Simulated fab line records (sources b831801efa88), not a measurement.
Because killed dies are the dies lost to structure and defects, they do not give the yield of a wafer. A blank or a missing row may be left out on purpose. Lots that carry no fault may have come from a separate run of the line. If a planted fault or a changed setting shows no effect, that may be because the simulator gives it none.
2 desks looking at one fault -- flow gf180mcu -- what lay behind the numbers comes last; until then each desk has only its own

== THE METROLOGY DESK ==
What the gauges read, lot by lot, whatever tool the lot ran on: means of the sampled wafers that have a number. Marked OUT: a lot whose mean sits more than 4 standard deviations from the usual mean, which makes it out of limits; the brackets give that distance.
Columns: A = HV_LDD_2_TW at GF_HV_LDD_TW_MEAS_23, usual 1066; B = HV_LDD_CVD_56_THK at GF_HV_LDD_THK_MEAS_57, usual 89.7 nm; C = cd_nm at GF_PSD_CD_MEAS_07, usual 400.0 nm
lot,first seen here,A,B,C
L755,day 10 17:50,1062,89.9,398.6
L756,day 11 01:15,1071,90.1,400.4
L757,day 11 10:44,1064,89.6,399.2
L758,day 11 15:22,1065,88.5,400.5
L761,day 12 18:49,1030 (-7.4) OUT,88.8,399.8
L762,day 12 22:06,1037 (-6.0) OUT,88.6,399.9
L767,day 14 12:06,1040 (-5.5) OUT,91.3,400.9
L768,day 15 02:45,1061,90.3,402.6
L770,day 15 16:52,1067,89.8,404.4
L771,day 15 20:37,1071,89.9,398.5
L774,day 17 05:26,1066,91.0,398.5
L775,day 17 09:05,1065,89.5,401.2
L777,day 17 15:22,1068,89.8,399.9
L776,day 17 16:45,1075,89.3,402.2
L778,day 18 03:58,1063,91.2,398.5
Finding of this desk: L761, L762, L767 out of limits, first seen on L761 at day 12 18:49 (HV_LDD_2_TW at GF_HV_LDD_TW_MEAS_23). L755, L756, L757, L758, L768, L770, L771, L774, L775, L777, L776, L778 stayed within limits.

== FOR THE TOOL OWNER'S DESK: implanter-01 ==
The tool's own readings at GF_HV_LDD_IMPLANT_21: means of the sampled wafers that have a number, for each lot that ran on this tool. Marked OUT: a lot whose mean sits more than 4 standard deviations from the usual mean, which makes it out of limits; the brackets give that distance.
Columns: A = beam_on_s at GF_HV_LDD_IMPLANT_21, usual 10.00 s; B = faraday_current_uA at GF_HV_LDD_IMPLANT_21, usual 282
lot,first seen here,A,B
L758,day 11 15:07,9.93,284
L761,day 12 18:34,9.07 (-4.7) OUT,314 (+5.8) OUT
L762,day 12 21:54,8.94 (-5.3) OUT,318 (+6.5) OUT
L767,day 14 11:53,9.28,308 (+4.7) OUT
L777,day 17 15:07,10.13,278
Finding of this desk: L761, L762, L767 out of limits; the first was L761 at day 12 18:34, on beam_on_s at GF_HV_LDD_IMPLANT_21. L758, L777 stayed within limits.

== TAKEN TOGETHER ==
On L761, L762, L767, at day 12 18:34, an alarm was possible from the tool owner's desk.
Metrology desk: alarm possible at day 12 18:49 on L761, L762, L767.
All the named lots went through GF_HV_LDD_IMPLANT_21 on implanter-01.

== WHAT HAD BEEN PUT IN BY THE SIMULATOR ==
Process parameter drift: implanter-01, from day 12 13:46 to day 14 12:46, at GF_HV_LDD_IMPLANT_21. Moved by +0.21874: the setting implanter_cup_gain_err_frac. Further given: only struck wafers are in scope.
Shown lots that were struck: L761, L762, L767.
Counting hours from when the fault started, the first reading out of limits came at 5 for the tool owner's desk and at 5 for the metrology desk.
